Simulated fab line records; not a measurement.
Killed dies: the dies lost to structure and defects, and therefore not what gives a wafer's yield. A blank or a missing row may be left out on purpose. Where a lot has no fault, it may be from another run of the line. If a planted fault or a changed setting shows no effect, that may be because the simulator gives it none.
A sampling plan put to the test	flow sfq_line	one fab line, 39 faults that these records tell of, each judged on the records of the lots that it struck
The plan is the line's own looks: the steps of the route at which a gauge or an inspection reads the wafer and doesn't change it. Where struck wafers have a number at a look and the file lists that look's usual mean and standard deviation on fault-free wafers, the look can be judged. Caught: a look later than the fault's first step finds the struck wafers' mean 4 or more of those standard deviations (sigma) from the usual mean. On the tool: the same test on the tool's own readings at the fault's steps. Caught also covers a different recipe on the struck wafers, or a record left blank for those wafers only.

== THE FAULTS, as the simulator had put them in ==
1. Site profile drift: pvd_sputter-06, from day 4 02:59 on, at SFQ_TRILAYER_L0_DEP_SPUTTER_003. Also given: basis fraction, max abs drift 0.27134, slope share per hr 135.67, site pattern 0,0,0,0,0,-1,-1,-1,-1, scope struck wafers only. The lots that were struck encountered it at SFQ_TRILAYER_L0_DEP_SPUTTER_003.
2. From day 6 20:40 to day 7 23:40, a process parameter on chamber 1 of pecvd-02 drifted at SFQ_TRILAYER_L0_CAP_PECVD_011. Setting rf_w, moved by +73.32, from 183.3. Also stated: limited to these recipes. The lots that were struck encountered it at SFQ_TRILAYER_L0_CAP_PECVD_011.
3. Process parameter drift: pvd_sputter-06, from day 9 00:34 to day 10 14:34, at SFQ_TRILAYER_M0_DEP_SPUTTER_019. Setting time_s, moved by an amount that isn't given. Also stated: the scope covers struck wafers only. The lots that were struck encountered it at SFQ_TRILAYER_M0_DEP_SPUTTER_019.
4. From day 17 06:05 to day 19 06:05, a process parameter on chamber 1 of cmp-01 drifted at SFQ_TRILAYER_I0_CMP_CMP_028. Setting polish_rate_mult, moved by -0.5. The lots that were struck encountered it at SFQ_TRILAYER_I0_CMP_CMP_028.
5. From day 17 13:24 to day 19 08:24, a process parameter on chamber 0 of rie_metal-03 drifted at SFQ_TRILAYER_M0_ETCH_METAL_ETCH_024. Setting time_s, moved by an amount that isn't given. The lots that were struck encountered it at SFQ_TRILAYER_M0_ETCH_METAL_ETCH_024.
6. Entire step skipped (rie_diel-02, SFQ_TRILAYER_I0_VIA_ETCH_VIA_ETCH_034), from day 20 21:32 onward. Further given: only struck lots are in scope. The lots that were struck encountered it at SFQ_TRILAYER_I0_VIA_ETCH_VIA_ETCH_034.
7. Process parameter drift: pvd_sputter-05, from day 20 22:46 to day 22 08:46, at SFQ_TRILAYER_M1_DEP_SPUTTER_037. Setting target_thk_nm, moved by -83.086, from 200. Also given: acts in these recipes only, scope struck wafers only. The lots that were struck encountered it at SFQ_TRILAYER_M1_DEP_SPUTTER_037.
8. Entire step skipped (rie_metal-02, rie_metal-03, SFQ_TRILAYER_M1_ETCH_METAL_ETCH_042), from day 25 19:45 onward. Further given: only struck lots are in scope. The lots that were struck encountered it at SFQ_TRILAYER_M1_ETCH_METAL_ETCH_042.
9. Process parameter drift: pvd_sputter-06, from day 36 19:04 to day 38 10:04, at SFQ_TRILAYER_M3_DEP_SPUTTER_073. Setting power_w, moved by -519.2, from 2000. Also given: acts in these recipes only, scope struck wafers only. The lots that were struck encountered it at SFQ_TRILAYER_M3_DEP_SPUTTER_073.
10. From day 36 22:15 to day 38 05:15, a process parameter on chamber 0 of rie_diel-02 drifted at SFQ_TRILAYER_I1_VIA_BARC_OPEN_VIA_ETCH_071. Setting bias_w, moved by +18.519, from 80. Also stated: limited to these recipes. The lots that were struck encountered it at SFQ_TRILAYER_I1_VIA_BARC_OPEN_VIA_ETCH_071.
11. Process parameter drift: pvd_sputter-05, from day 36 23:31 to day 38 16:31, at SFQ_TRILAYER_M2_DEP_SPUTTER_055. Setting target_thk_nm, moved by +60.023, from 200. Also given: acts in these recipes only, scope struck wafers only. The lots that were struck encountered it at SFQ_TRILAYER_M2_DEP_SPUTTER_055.
12. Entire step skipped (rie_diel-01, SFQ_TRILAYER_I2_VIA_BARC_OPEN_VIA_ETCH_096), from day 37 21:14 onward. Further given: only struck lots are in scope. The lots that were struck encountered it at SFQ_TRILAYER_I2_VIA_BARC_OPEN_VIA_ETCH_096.
13. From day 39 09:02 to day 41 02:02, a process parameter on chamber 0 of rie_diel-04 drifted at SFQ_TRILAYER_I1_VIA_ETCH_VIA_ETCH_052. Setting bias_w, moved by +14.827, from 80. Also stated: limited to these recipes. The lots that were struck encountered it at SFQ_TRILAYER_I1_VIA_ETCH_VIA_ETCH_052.
14. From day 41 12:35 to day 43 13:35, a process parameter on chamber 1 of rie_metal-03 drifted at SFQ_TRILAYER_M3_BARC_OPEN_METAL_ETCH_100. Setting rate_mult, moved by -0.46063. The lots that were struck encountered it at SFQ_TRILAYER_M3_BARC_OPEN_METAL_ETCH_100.
15. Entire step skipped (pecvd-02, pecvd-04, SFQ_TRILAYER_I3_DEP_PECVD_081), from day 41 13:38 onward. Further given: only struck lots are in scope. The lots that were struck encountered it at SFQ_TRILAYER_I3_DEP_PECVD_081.
16. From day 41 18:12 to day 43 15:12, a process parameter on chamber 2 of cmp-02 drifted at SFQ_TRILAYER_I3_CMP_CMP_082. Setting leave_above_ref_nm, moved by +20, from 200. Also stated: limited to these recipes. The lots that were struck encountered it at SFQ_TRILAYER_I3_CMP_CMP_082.
17. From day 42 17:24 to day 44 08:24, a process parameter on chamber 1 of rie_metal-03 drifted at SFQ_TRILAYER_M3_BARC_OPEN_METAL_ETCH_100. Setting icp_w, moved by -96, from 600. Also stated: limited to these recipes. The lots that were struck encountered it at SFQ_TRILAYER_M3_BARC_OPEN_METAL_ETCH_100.
18. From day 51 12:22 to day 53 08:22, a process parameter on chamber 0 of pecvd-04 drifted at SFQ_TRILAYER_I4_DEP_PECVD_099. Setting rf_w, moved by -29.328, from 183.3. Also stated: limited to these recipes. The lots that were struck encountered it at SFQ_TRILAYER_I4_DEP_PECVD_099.
19. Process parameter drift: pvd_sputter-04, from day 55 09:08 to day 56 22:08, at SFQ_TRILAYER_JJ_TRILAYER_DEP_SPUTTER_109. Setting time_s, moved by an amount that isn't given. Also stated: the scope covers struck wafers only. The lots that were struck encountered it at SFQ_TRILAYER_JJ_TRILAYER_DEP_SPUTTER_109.
20. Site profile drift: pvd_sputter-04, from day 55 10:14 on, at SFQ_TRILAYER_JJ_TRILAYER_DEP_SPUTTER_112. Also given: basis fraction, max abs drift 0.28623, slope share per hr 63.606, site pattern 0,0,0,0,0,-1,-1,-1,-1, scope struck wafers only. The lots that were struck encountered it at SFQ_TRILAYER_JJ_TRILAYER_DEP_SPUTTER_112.
21. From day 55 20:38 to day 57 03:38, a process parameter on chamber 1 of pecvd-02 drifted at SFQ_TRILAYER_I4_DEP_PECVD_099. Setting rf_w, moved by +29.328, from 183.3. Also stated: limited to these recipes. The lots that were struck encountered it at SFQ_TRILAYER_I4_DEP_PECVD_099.
22. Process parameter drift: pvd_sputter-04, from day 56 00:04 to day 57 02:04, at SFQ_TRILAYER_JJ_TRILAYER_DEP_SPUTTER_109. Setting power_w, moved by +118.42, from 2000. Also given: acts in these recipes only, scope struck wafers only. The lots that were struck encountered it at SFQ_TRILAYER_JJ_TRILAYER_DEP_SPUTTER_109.
23. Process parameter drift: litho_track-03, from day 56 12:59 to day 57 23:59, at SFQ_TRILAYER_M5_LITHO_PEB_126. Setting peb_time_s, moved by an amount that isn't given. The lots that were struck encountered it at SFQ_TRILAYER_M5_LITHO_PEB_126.
24. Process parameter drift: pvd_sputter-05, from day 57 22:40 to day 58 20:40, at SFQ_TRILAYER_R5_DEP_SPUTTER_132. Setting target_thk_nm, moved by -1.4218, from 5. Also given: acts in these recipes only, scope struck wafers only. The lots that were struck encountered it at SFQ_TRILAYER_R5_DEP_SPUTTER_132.
25. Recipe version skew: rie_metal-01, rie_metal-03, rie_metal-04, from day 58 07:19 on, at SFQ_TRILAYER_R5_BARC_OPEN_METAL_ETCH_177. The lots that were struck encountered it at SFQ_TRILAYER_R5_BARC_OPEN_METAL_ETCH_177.
26. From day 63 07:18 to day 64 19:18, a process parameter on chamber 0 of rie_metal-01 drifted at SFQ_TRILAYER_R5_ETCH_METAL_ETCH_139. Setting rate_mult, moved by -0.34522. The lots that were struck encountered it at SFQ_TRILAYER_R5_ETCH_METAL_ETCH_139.
27. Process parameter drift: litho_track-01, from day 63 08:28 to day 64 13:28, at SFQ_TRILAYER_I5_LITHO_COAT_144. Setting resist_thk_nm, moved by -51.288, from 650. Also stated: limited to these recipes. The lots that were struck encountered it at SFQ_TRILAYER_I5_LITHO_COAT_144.
28. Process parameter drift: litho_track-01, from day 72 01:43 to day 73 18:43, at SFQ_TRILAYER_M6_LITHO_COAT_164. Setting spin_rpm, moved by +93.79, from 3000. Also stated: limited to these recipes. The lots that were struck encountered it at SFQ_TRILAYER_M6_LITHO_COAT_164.
29. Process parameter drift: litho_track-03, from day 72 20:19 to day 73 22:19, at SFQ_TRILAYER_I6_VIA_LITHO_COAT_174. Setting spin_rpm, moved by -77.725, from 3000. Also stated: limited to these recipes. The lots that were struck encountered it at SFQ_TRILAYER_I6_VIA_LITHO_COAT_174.
30. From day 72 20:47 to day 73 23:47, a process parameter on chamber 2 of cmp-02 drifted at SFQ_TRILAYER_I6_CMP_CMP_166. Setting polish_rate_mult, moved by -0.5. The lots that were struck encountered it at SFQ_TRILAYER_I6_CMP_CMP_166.
31. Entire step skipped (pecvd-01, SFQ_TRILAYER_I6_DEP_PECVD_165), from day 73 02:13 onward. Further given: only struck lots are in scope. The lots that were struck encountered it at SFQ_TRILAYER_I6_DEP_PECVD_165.
32. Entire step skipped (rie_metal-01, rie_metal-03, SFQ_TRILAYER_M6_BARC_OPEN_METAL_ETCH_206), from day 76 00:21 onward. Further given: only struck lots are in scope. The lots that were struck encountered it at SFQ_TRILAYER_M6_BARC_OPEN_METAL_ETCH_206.
33. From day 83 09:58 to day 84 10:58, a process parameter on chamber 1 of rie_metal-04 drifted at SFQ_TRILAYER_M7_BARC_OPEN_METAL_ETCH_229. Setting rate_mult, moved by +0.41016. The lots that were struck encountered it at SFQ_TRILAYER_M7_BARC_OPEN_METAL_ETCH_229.
34. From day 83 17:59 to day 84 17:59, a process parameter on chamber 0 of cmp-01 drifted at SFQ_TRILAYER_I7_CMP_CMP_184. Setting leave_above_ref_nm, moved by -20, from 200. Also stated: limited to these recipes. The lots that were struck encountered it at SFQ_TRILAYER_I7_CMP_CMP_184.
35. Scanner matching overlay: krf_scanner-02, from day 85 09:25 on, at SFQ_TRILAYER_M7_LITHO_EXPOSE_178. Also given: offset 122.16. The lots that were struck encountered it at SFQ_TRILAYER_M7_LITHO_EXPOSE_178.
36. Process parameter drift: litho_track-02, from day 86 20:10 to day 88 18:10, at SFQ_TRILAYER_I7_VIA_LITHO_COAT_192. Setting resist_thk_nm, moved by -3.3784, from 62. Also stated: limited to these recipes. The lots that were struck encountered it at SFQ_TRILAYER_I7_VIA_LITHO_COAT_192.
37. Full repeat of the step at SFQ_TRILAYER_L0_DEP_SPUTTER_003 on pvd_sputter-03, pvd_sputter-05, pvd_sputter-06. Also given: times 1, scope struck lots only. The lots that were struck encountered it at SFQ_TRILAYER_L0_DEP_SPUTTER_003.
38. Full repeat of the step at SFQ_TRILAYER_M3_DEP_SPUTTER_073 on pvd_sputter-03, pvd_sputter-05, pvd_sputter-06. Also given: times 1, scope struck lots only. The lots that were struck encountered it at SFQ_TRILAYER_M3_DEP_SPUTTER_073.
39. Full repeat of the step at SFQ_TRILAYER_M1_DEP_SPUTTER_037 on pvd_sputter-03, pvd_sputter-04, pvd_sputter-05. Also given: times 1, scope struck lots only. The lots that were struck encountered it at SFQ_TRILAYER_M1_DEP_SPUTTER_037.

== WHAT THE PLAN SAW ==
fault	on the tool itself	first look that catches it	reading, sigma	median hours from its first step to that look	hours from the fault's start to the first struck lot there	judged looks passed uncaught
1	under 2 sigma	SFQ_L0_RS_MEAS_901	L0_MONX_KI_RS +16	0.1	8	0
2	rf_fwd_power_W +84 sigma	not the one look that can be judged after it	-	-	-	1
3	under 2 sigma	SFQ_M0_RS_MEAS_904	M0_NB_RS -7.8	0.1	21	0
4	time_to_endpoint_s +10 sigma	no look after it can be judged	-	-	-	0
5	run_length_s +9.9 sigma	no look after it can be judged	-	-	-	0
6	no reading that can be judged	none of the 5 looks that can be judged after it	-	-	-	5
7	under 2 sigma	SFQ_M1_RS_MEAS_909	M1_NB_RS +71	0.1	21	0
8	no reading that can be judged	none of the 5 looks that can be judged after it	-	-	-	5
9	cathode_dc_power_W -99 or beyond sigma	SFQ_M3_RS_MEAS_919	M3_NB_RS +42	0.1	36	0
10	bias_w +65 sigma	no look after it can be judged	-	-	-	0
11	under 2 sigma	SFQ_M2_RS_MEAS_914	M2_NB_RS -23	0.1	8	0
12	the tool's record is blank for the struck wafers	no look after it can be judged	-	-	-	0
13	bias_w +60 sigma	no look after it can be judged	-	-	-	0
14	only faintly: oes_product_au -2.0 sigma	no look after it can be judged	-	-	-	0
15	the tool's record is blank for the struck wafers	no look after it can be judged	-	-	-	0
16	only faintly: time_to_endpoint_s -2.2 sigma	no look after it can be judged	-	-	-	0
17	rf_fwd_power_W -37 sigma	no look after it can be judged	-	-	-	0
18	rf_fwd_power_W -48 sigma	no look after it can be judged	-	-	-	0
19	under 2 sigma	no look after it can be judged	-	-	-	0
20	under 2 sigma	SFQ_JJ_RS_MEAS_929	JJ_NB_RS +15	0.1	3	0
21	rf_fwd_power_W +48 sigma	no look after it can be judged	-	-	-	0
22	cathode_dc_power_W +99 or beyond sigma	not the one look that can be judged after it	-	-	-	1
23	no reading that can be judged	not the one look that can be judged after it	-	-	-	1
24	under 2 sigma	no look after it can be judged	-	-	-	0
25	oes_product_au +30 sigma	no look after it can be judged	-	-	-	0
26	oes_product_au -45 sigma	none of the 4 looks that can be judged after it	-	-	-	4
27	under 2 sigma	not the one look that can be judged after it	-	-	-	1
28	spin_speed_rpm +55 sigma	not the one look that can be judged after it	-	-	-	1
29	spin_speed_rpm -39 sigma	not the one look that can be judged after it	-	-	-	1
30	time_to_endpoint_s +10 sigma	none of the 5 looks that can be judged after it	-	-	-	5
31	the tool's record is blank for the struck wafers	no look after it can be judged	-	-	-	0
32	the tool's record is blank for the struck wafers	no look after it can be judged	-	-	-	0
33	under 2 sigma	no look after it can be judged	-	-	-	0
34	only faintly: time_to_endpoint_s +2.6 sigma	none of the 2 looks that can be judged after it	-	-	-	2
35	under 2 sigma	SFQ_M7_OVL_MEAS_945	M7_OVL +21	1.1	1	0
36	no reading that can be judged	no look after it can be judged	-	-	-	0
37	under 2 sigma	SFQ_L0_RS_MEAS_901	L0_MONX_KI_RS -50	0.3	-	0
38	under 2 sigma	SFQ_M3_RS_MEAS_919	M3_NB_RS -57	0.4	-	0
39	under 2 sigma	SFQ_M1_RS_MEAS_909	M1_NB_RS -50	0.4	-	0
A dash: the fault is not caught, or the number is missing from these records.

Caught at a look: 10 of 39. Caught on the tool: 19 of 39. By one or the other: 28 of 39.
On the tool alone, faults 2, 4, 5, 10, 12, 13, 15, 17, 18, 21, 22, 25, 26, 28, 29, 30, 31, 32 were caught.
Caught at a look alone: faults 1, 3, 7, 11, 20, 35, 37, 38, 39.
Caught by neither: faults 6, 8, 14, 16, 19, 23, 24, 27, 33, 34, 36.

== THINNER SAMPLING ==
Were the look that catches a fault to measure just every second or every third lot (counted by lot number), the first struck lot would, at worst, be measured this late:
fault	struck lots at that look, in order of time	every lot	every second lot	every third lot
1	L594, L597	8 h	23 h	may miss all 2
3	L678, L679	21 h	31 h	may miss all 2
7	L460	21 h	may miss it	may miss it
9	L936	36 h	may miss it	may miss it
11	L464	8 h	may miss it	may miss it
20	L138, L140	3 h	may miss all 2	may miss all 2
35	L422, L423, L424	1 h	2 h	23 h
Hours: fault start to first struck lot measured. Since the struck wafers were tested as one group against 4 sigma, a single lot by itself may lie under the limit. Other struck lots may not be in these records.

== THE LONGEST TIMED WAY FROM STEP TO LOOK ==
For fault 35, SFQ_TRILAYER_M7_LITHO_EXPOSE_178 and SFQ_M7_OVL_MEAS_945 are separated by a median of 1.1 hours. No look between them can be judged.
